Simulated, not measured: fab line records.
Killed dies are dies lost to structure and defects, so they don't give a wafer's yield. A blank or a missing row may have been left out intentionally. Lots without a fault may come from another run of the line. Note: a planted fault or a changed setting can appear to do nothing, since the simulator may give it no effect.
Which tool did it? | flow sky130 | 12 lots, 36 wafers sampled, at 5 steps of a route of 708

WHAT THE GAUGES SHOWED, per wafer
SKY_NWELL_RS_MEAS_29: measurement is done with a four-point probe. Usual: NWELL_RS 624.9 ohm/sq, standard deviation 1.8.
lot  | measured     | on            | NWELL_RS (ohm/sq) | flag
L647 | day 5 15:58  | film-metro-01 | 623.6 622.9 624.9 |
L649 | day 5 20:55  | film-metro-03 | 622.7 624.4 624.8 |
L653 | day 7 03:45  | film-metro-02 | 622.8 624.1 622.9 |
L654 | day 7 04:05  | film-metro-01 | 625.4 626.7 625.2 |
L655 | day 7 09:21  | film-metro-01 | 632.8 632.9 633.2 | OFF
L657 | day 7 19:04  | film-metro-01 | 632.4 630.1 633.4 | OFF
L660 | day 8 21:07  | film-metro-02 | 621.6 624.8 622.8 |
L661 | day 9 05:16  | film-metro-03 | 624.9 625.4 626.9 |
L662 | day 9 05:29  | film-metro-01 | 626.5 626.1 625.5 |
L664 | day 9 12:54  | film-metro-02 | 624.1 622.2 622.0 |
L666 | day 10 03:16 | film-metro-03 | 626.9 626.9 626.7 |
L670 | day 11 06:26 | film-metro-03 | 625.0 625.7 626.0 |

SKY_SONOS_ONO_THK_MEAS_05. Usual: SONOS_ONO_CVD_04_THK 5.70 nm, standard deviation 0.11.
lot  | measured     | on            | SONOS_ONO_CVD_04_THK (nm) | flag
L647 | day 12 00:10 | film-metro-03 | 5.62 5.60 5.60            |
L649 | day 12 09:07 | film-metro-02 | 5.62 5.69 5.74            |
L653 | day 14 02:57 | film-metro-04 | 5.81 5.77 5.61            |
L654 | day 14 02:56 | film-metro-02 | 5.84 6.01 5.94            |
L655 | day 14 11:59 | film-metro-04 | 5.60 5.50 5.56            |
L657 | day 15 02:19 | film-metro-04 | 5.48 5.67 5.57            |
L660 | day 16 05:50 | film-metro-04 | 5.62 5.83 5.73            |
L661 | day 16 18:31 | film-metro-03 | 5.85 5.71 5.81            |
L662 | day 16 18:34 | film-metro-03 | 5.78 5.57 5.70            |
L664 | day 17 00:50 | film-metro-03 | 5.87 5.72 5.75            |
L666 | day 17 18:02 | film-metro-03 | 5.81 5.88 5.70            |
L670 | day 19 00:48 | film-metro-02 | 5.81 5.69 5.82            |

SKY_POLY_GATE_THK_MEAS_04. Usual: POLY_GATE_CVD_03_THK 75.1 nm, standard deviation 0.65.
lot  | measured     | on            | POLY_GATE_CVD_03_THK (nm) | flag
L647 | day 15 18:08 | film-metro-02 | 76.1 76.1 75.4            |
L649 | day 16 11:36 | film-metro-04 | 74.7 74.3 75.1            |
L653 | day 17 21:35 | film-metro-04 | 76.5 76.1 76.2            |
L654 | day 17 19:32 | film-metro-01 | 75.9 75.7 76.5            |
L655 | day 18 06:43 | film-metro-02 | 75.3 75.8 75.4            |
L657 | day 18 21:50 | film-metro-01 | 75.4 75.7 75.4            |
L660 | day 20 03:50 | film-metro-01 | 75.5 75.8 75.4            |
L661 | day 20 17:49 | film-metro-01 | 74.6 74.4 73.9            |
L662 | day 20 19:10 | film-metro-01 | 74.2 73.7 74.5            |
L664 | day 21 03:34 | film-metro-01 | 75.4 74.7 75.3            |
L666 | day 21 20:11 | film-metro-01 | 75.3 75.0 75.1            |
L670 | day 23 03:05 | film-metro-04 | 74.8 74.3 75.2            |

WHAT TOOL EACH LOT RAN ON (gives the tool, then ch and the chambers of the sampled wafers, and finally the start)
lot  | SKY_FIELD_ISO_ETCH_15             | SKY_NWELL_IMPLANT_13
L647 | rie-diel-01 ch 0,1,3, day 2 13:15 | implanter-03 ch 0, day 4 22:06
L649 | rie-diel-01 ch 0,1,3, day 2 17:42 | implanter-03 ch 0, day 5 02:27
L653 | rie-diel-04 ch 1,2,3, day 3 11:47 | implanter-04 ch 0, day 6 07:45
L654 | rie-diel-02 ch 1,2,3, day 3 16:45 | implanter-04 ch 0, day 6 08:10
L655 | rie-diel-02 ch 2,3, day 3 22:36   | implanter-03 ch 0, day 6 13:19
L657 | rie-diel-04 ch 1,2,3, day 4 09:44 | implanter-03 ch 0, day 7 00:04
L660 | rie-diel-04 ch 0,2,3, day 5 03:26 | implanter-04 ch 0, day 7 23:15
L661 | rie-diel-04 ch 0,2,3, day 5 07:44 | implanter-04 ch 0, day 8 07:35
L662 | rie-diel-04 ch 0,2,3, day 5 11:53 | implanter-04 ch 0, day 8 08:03
L664 | rie-diel-04 ch 0,1,3, day 5 20:29 | implanter-04 ch 0, day 8 15:36
L666 | rie-diel-04 ch 0,2,3, day 6 10:13 | implanter-04 ch 0, day 9 05:12
L670 | rie-diel-01 ch 0,1,3, day 7 05:36 | implanter-04 ch 0, day 10 07:15
- SKY_FIELD_ISO_ETCH_15: etches the open film in CHF3/O2, stops on Si, target depth 180 nm, time 72 s.
- SKY_NWELL_IMPLANT_13

WHAT THE TOOLS THEMSELVES READ (means of the sampled wafers that have a number; where no wafer has one, the mark that the record gives instead)
SKY_FIELD_ISO_ETCH_15. Usual: drypump-motor-current-A 5.5 A, standard deviation 0.48; oes-product-au 0.946 a.u., standard deviation 0.0062; throttle-valve-pct 8.845 %, standard deviation 0.0094.
lot  | tool        | drypump-motor-current-A (A) | oes-product-au (a.u.) | throttle-valve-pct (%) | flag
L647 | rie-diel-01 | 5.6                         | 0.939                 | 8.837                  |
L649 | rie-diel-01 | 5.6                         | 0.947                 | 8.851                  |
L653 | rie-diel-04 | 5.2                         | 0.946                 | 8.847                  |
L654 | rie-diel-02 | 5.8                         | 0.950                 | 8.843                  |
L655 | rie-diel-02 | 5.6                         | 0.953                 | 8.848                  |
L657 | rie-diel-04 | 5.1                         | 0.948                 | 8.851                  |
L660 | rie-diel-04 | 5.4                         | 0.944                 | 8.838                  |
L661 | rie-diel-04 | 5.4                         | 0.938                 | 8.849                  |
L662 | rie-diel-04 | 5.4                         | 0.950                 | 8.842                  |
L664 | rie-diel-04 | 5.4                         | 0.943                 | 8.848                  |
L666 | rie-diel-04 | 5.3                         | 0.945                 | 8.853                  |
L670 | rie-diel-01 | 5.6                         | 0.938                 | 8.841                  |

SKY_NWELL_IMPLANT_13. Usual: dose-ions-cm2 6.999e+11, standard deviation 6.8e+08; faraday-current-uA 3.95, standard deviation 0.072.
lot  | tool         | dose-ions-cm2 | faraday-current-uA | flag
L647 | implanter-03 | 6.997e+11     | 3.90               |
L649 | implanter-03 | 7.005e+11     | 4.03               |
L653 | implanter-04 | 6.998e+11     | 3.97               |
L654 | implanter-04 | 7.002e+11     | 3.95               |
L655 | implanter-03 | 5.079e+11     | 2.83               | OFF
L657 | implanter-03 | 5.090e+11     | 2.84               | OFF
L660 | implanter-04 | 7.000e+11     | 3.97               |
L661 | implanter-04 | 6.998e+11     | 3.92               |
L662 | implanter-04 | 6.997e+11     | 3.94               |
L664 | implanter-04 | 6.997e+11     | 3.94               |
L666 | implanter-04 | 6.998e+11     | 4.00               |
L670 | implanter-04 | 7.002e+11     | 3.95               |

THE ANSWER, worked out from the rows above alone
Rule: lot off if the mean of its wafers having a number is beyond 3 standard deviations from the usual mean. A lot without any number at a reading at which 4 lots or more have one is off too. The other lots that the step has rows for count as sound. First the gauges in route order, then the tools' own readings, where a lot's mean is used as printed above. The first step at which some lot is off is used, and at that step the reading that is off furthest; a lot without a number counts as furthest.
Off: at SKY_NWELL_RS_MEAS_29 (NWELL_RS), L655, L657.
A tool fits if, at a process step before that reading, it ran every lot that is off, and no sound lot after the first of them. The gauges at SKY_NWELL_RS_MEAS_29 aren't tried: what is off there is off at SKY_NWELL_IMPLANT_13 too, on other tools, and a gauge's error can't cause that. One candidate fits, namely implanter-03 at SKY_NWELL_IMPLANT_13. Its last sound lot is L649 (day 5 02:27), its first lot that is off L655 (day 6 13:19): a fault that began between those two fits.
The tool's own readings at SKY_NWELL_IMPLANT_13 bear it out: on the lots that are off they differ by more than 5 times the standard deviation of the sound lots' means. dose-ions-cm2 reads 5.084e+11 there against 6.999e+11 on the sound lots; faraday-current-uA reads 2.83 there against 3.96 on the sound lots.

WHAT WAS PUT IN BY THE SIMULATOR
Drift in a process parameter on implanter-03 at SKY_NWELL_IMPLANT_13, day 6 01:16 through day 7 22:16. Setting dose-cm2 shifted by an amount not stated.
Shown lots that were struck: L655, L657. The rule above found the same.
